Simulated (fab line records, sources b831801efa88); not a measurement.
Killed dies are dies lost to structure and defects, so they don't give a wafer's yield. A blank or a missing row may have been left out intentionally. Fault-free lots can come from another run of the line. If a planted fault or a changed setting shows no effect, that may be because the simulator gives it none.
Which tool did it?	flow gf180mcu	Sampling: 24 lots, 72 wafers, 6 of 602 route steps

WHAT THE GAUGES SHOWED, per wafer
GF_VT_IMPLANT_OVL_MEAS_07. Usual: for VT_IMPLANT_OVL the level is 0.9 nm and the standard deviation is 1.3.
lot	measured	on	VT_IMPLANT_OVL (nm)	flag
L074	day 5 15:36	overlay-02	-0.6 -1.2 2.6	
L075	day 6 01:28	overlay-02	1.9 2.5 2.9	
L076	day 6 05:35	overlay-02	2.3 3.0 3.6	
L077	day 6 10:44	overlay-02	0.8 0.1 0.6	
L078	day 6 17:41	overlay-01	0.9 1.7 0.1	
L079	day 6 23:14	overlay-01	1.3 0.9 1.3	
L080	day 7 05:32	overlay-01	0.8 0.0 -0.2	
L081	day 7 11:23	overlay-02	-0.6 1.2 0.3	
L082	day 7 16:59	overlay-01	0.1 0.6 0.0	
L083	day 7 23:58	overlay-02	1.7 2.1 1.8	
L084	day 8 04:26	overlay-02	-1.2 0.4 0.3	
L085	day 8 12:35	overlay-01	-0.5 0.6 0.4	
L086	day 8 18:21	overlay-02	1.4 2.0 3.2	
L087	day 9 00:02	overlay-01	-2.2 -1.4 -1.1	
L088	day 9 07:05	overlay-02	1.5 0.4 1.2	
L089	day 9 10:32	overlay-02	2.0 2.0 3.1	
L090	day 9 16:40	overlay-01	1.2 0.6 0.7	
L091	day 10 00:37	overlay-02	2.1 2.0 -0.6	
L092	day 10 08:05	overlay-02	2.1 0.6 0.7	
L093	day 10 11:23	overlay-01	0.1 -0.3 1.1	
L094	day 10 16:32	overlay-01	0.3 0.6 1.4	
L095	day 11 01:05	overlay-02	2.3 2.0 0.2	
L097	day 11 13:34	overlay-01	0.4 -2.6 -0.5	
L096	day 11 13:44	overlay-02	2.8 2.0 0.0	

GF_VT_IMPLANT_OVL_MEAS_29. Usual: for VT_IMPLANT_02_OVL the level is 0.1 nm and the standard deviation is 1.3.
lot	measured	on	VT_IMPLANT_02_OVL (nm)	flag
L074	day 6 22:02	overlay-02	0.7 2.2 -0.3	
L075	day 7 07:56	overlay-02	2.0 -0.7 0.8	
L076	day 7 13:35	overlay-02	-0.7 -0.6 0.4	
L077	day 7 17:42	overlay-02	0.3 0.4 0.0	
L078	day 8 01:59	overlay-02	0.1 0.7 -0.5	
L079	day 8 07:26	overlay-02	1.3 1.6 2.0	
L080	day 8 14:08	overlay-01	-2.0 -1.7 -1.6	
L081	day 8 20:32	overlay-02	1.2 1.2 1.2	
L082	day 9 01:28	overlay-01	0.1 1.4 -0.6	
L083	day 9 09:37	overlay-02	-0.5 1.0 1.4	
L084	day 9 14:14	overlay-01	-1.4 -1.2 -2.2	
L085	day 9 22:56	overlay-02	-0.6 1.1 -0.3	
L086	day 10 03:26	overlay-02	-2.0 0.6 -0.7	
L087	day 10 11:08	overlay-01	0.6 -0.5 -0.4	
L088	day 10 18:23	overlay-02	1.4 -0.8 -1.5	
L089	day 10 21:14	overlay-01	1.6 -0.9 0.0	
L090	day 11 04:34	overlay-02	-2.7 -2.1 -1.3	
L091	day 11 12:11	overlay-02	0.8 1.4 1.3	
L092	day 11 19:38	overlay-02	-0.7 -0.3 -2.9	
L093	day 12 00:12	overlay-02	0.0 0.7 -0.1	
L094	day 12 04:20	overlay-01	0.8 1.9 1.0	
L095	day 12 13:08	overlay-01	-1.4 0.1 0.2	
L097	day 13 03:28	overlay-02	-3.4 -1.8 -1.7	
L096	day 13 04:50	overlay-02	2.8 1.3 0.5	

GF_M3_RS_MEAS_05: uses a four-point probe to measure. Usual: for M3_ALCU_RS the level is 0.0697 ohm/sq and the standard deviation is 0.00067.
lot	measured	on	M3_ALCU_RS (ohm/sq)	flag
L074	day 20 10:31	film metro-02	0.0695 0.0692 0.0699	
L075	day 20 23:49	film metro-03	0.0694 0.0694 0.0701	
L076	day 21 04:52	film metro-02	0.0689 0.0694 0.0693	
L077	day 21 18:26	film metro-03	0.0709 0.0699 0.0708	
L078	day 22 07:05	film metro-02	0.0679 0.0686 0.0686	
L079	day 22 09:03	film metro-02	0.0685 0.0687 0.0692	
L080	day 23 05:07	film metro-04	0.0700 0.0704 0.0693	
L081	day 23 10:55	film metro-04	0.0695 0.0696 0.0695	
L082	day 23 12:07	film metro-02	0.0696 0.0694 0.0698	
L083	day 24 04:55	film metro-03	0.0697 0.0706 0.0701	
L084	day 24 00:27	film metro-02	0.0710 0.0713 0.0709	
L085	day 24 20:25	film metro-02	0.0699 0.0691 0.0695	
L086	day 24 23:17	film metro-03	0.0692 0.0689 0.0689	
L087	day 25 08:37	film metro-02	0.0694 0.0697 0.0697	
L088	day 25 12:58	film metro-02	0.0695 0.0697 0.0694	
L089	day 25 17:50	film metro-04	0.0697 0.0693 0.0700	
L090	day 25 21:46	film metro-02	0.0698 0.0700 0.0704	
L091	day 26 06:08	film metro-04	0.0693 0.0692 0.0696	
L092	day 26 16:53	film metro-03	0.0698 0.0703 0.0692	
L093	day 27 02:51	film metro-03	0.0698 0.0701 0.0700	
L094	day 27 07:53	film metro-02	0.0700 0.0690 0.0697	
L095	day 27 13:59	film metro-04	0.0704 0.0707 0.0711	
L097	day 28 09:15	film metro-02	0.0705 0.0708 0.0715	
L096	day 28 08:34	film metro-02	0.0695 0.0699 0.0698	

GF_V3_RS_MEAS_24: uses a four-point probe to measure. Usual: for V3_W_RS the level is 0.328 ohm/sq and the standard deviation is 0.0031.
lot	measured	on	V3_W_RS (ohm/sq)	flag
L074	day 22 12:37	film metro-04	0.330 0.329 0.333	
L075	day 23 01:15	film metro-04	0.326 0.334 0.329	
L076	day 23 05:17	film metro-02	0.325 0.330 0.331	
L077	day 23 18:56	film metro-04	0.326 0.325 0.322	
L078	day 24 06:52	film metro-01	0.327 0.327 0.329	
L079	day 24 09:27	film metro-01	0.325 0.329 0.327	
L080	day 25 03:47	film metro-02	0.329 0.330 0.332	
L081	day 25 09:10	film metro-04	0.324 0.327 0.327	
L082	day 25 11:03	film metro-04	0.330 0.332 0.333	
L083	day 26 02:21	film metro-01	0.328 0.326 0.327	
L084	day 25 22:02	film metro-04	0.328 0.329 0.329	
L085	day 26 16:58	film metro-01	0.332 0.329 0.328	
L086	day 26 20:26	film metro-01	0.332 0.335 0.333	
L087	day 27 05:43	film metro-02	0.325 0.328 0.327	
L088	day 27 09:32	film metro-01	0.326 0.325 0.326	
L089	day 27 13:59	film metro-01	0.324 0.327 0.328	
L090	day 27 17:46	film metro-04	0.326 0.329 0.327	
L091	day 28 01:40	film metro-02	0.331 0.330 0.333	
L092	day 28 12:07	film metro-02	0.329 0.330 0.329	
L093	day 28 21:05	film metro-02	0.332 0.334 0.335	
L094	day 29 02:07	film metro-01	0.327 0.329 0.328	
L095	day 29 06:58	film metro-02	0.328 0.327 0.328	
L097	day 30 02:10	film metro-04	0.321 0.320 0.325	
L096	day 30 01:28	film metro-04	0.325 0.329 0.324	

GF_V4_BOW_MEAS_05. Usual: for V4_BOW the level is 132 um and the standard deviation is 9.2.
lot	measured	on	V4_BOW (um)	flag
L074	day 23 13:51	film metro-04	147 136 139	
L075	day 24 01:40	film metro-01	144 138 141	
L076	day 24 06:07	film metro-03	132 141 138	
L077	day 24 19:22	film metro-04	130 128 138	
L078	day 25 06:48	film metro-04	143 135 132	
L079	day 25 09:13	film metro-03	146 139 139	
L080	day 26 03:11	film metro-04	124 127 131	
L081	day 26 09:05	film metro-04	138 148 137	
L082	day 26 10:38	film metro-03	117 128 124	
L083	day 27 01:39	film metro-04	136 139 134	
L084	day 26 21:32	film metro-01	139 148 150	
L085	day 27 15:43	film metro-01	109 125 123	
L086	day 27 18:50	film metro-04	151 144 141	
L087	day 28 04:17	film metro-03	120 130 129	
L088	day 28 07:13	film metro-01	129 138 114	
L089	day 28 11:53	film metro-03	147 130 135	
L090	day 28 15:08	film metro-01	128 129 143	
L091	day 28 22:56	film metro-01	119 138 125	
L092	day 29 09:43	film metro-01	128 126 124	
L093	day 29 17:46	film metro-01	132 132 128	
L094	day 29 23:22	film metro-01	120 130 130	
L095	day 30 03:50	film metro-01	136 137 127	
L097	day 30 22:47	film metro-03	124 128 114	
L096	day 30 20:52	film metro-01	125 121 131	

WHICH TOOL RAN EACH LOT (tool, then ch and the chambers of the sampled wafers, then the start)
lot	GF_SAB_ETCH_11
L074	rie diel-04 ch 0,3, day 15 04:40
L075	rie diel-03 ch 1,2,3, day 15 16:28
L076	rie diel-03 ch 1,2, day 15 20:56
L077	rie diel-04 ch 1,2,3, day 16 09:05
L078	rie diel-03 ch 0,1,2, day 16 23:08
L079	rie diel-04 ch 2,3, day 17 01:16
L080	rie diel-01 ch 1,2,3, day 17 14:49
L081	rie diel-01 ch 0,1,2, day 18 02:43
L082	rie diel-04 ch 1,2,3, day 18 02:56
L083	rie diel-04 ch 0,2,3, day 18 20:10
L084	rie diel-03 ch 0,1,2, day 18 18:29
L085	rie diel-01 ch 0,1,3, day 19 14:32
L086	rie diel-03 ch 0,1,2, day 19 17:50
L087	rie diel-04 ch 1,2, day 20 03:32
L088	rie diel-01 ch 0,1,3, day 20 07:35
L089	rie diel-04 ch 0,1,3, day 20 16:11
L090	rie diel-03 ch 0,1,3, day 20 21:10
L091	rie diel-04 ch 0,2, day 21 05:15
L092	rie diel-03 ch 0,2, day 21 16:34
L093	rie diel-04 ch 2,3, day 22 03:01
L094	rie diel-03 ch 0,3, day 22 09:44
L095	rie diel-04 ch 0,1,2, day 22 14:43
L097	rie diel-01 ch 0,2,3, day 23 13:58
L096	rie diel-04 ch 0,2,3, day 23 10:44
- GF_SAB_ETCH_11: etches SiO2 in C4F8/O2/Ar, target depth 55 nm, time 8.5 s.

AS READ BY THE TOOLS THEMSELVES (means over the sampled wafers that have a number; for cases with no such wafer, the mark the record gives instead)
GF_SAB_ETCH_11. Usual: 1.001 a.u. for oes product au, sd 0.01.
lot	tool	oes product au (a.u.)	flag
L074	rie diel-04	1.015	
L075	rie diel-03	0.995	
L076	rie diel-03	0.990	
L077	rie diel-04	1.012	
L078	rie diel-03	0.990	
L079	rie diel-04	1.012	
L080	rie diel-01	1.002	
L081	rie diel-01	1.006	
L082	rie diel-04	1.005	
L083	rie diel-04	1.006	
L084	rie diel-03	0.986	
L085	rie diel-01	1.010	
L086	rie diel-03	0.977	
L087	rie diel-04	1.002	
L088	rie diel-01	0.999	
L089	rie diel-04	1.002	
L090	rie diel-03	0.995	
L091	rie diel-04	1.004	
L092	rie diel-03	0.995	
L093	rie diel-04	0.998	
L094	rie diel-03	1.002	
L095	rie diel-04	1.010	
L097	rie diel-01	0.998	
L096	rie diel-04	1.008	

THE ANSWER, worked out from the rows above alone
Rule: take the mean of a lot's wafers that have a number; if it is more than 3 standard deviations from the usual mean, the lot is off. A lot without any number at a reading at which 4 lots or more have one is off too. Any other lot the step has rows for is counted as sound. After the gauges, taken in route order, come the tools' own readings; for these a lot's mean is taken, as printed above. The first step at which some lot is off is used, and at that step the reading that is off furthest; a lot without a number counts as furthest.
Across all readings shown, no lot is off: no conclusion can be drawn from this.

WHAT THE SIMULATOR HAD PUT IN
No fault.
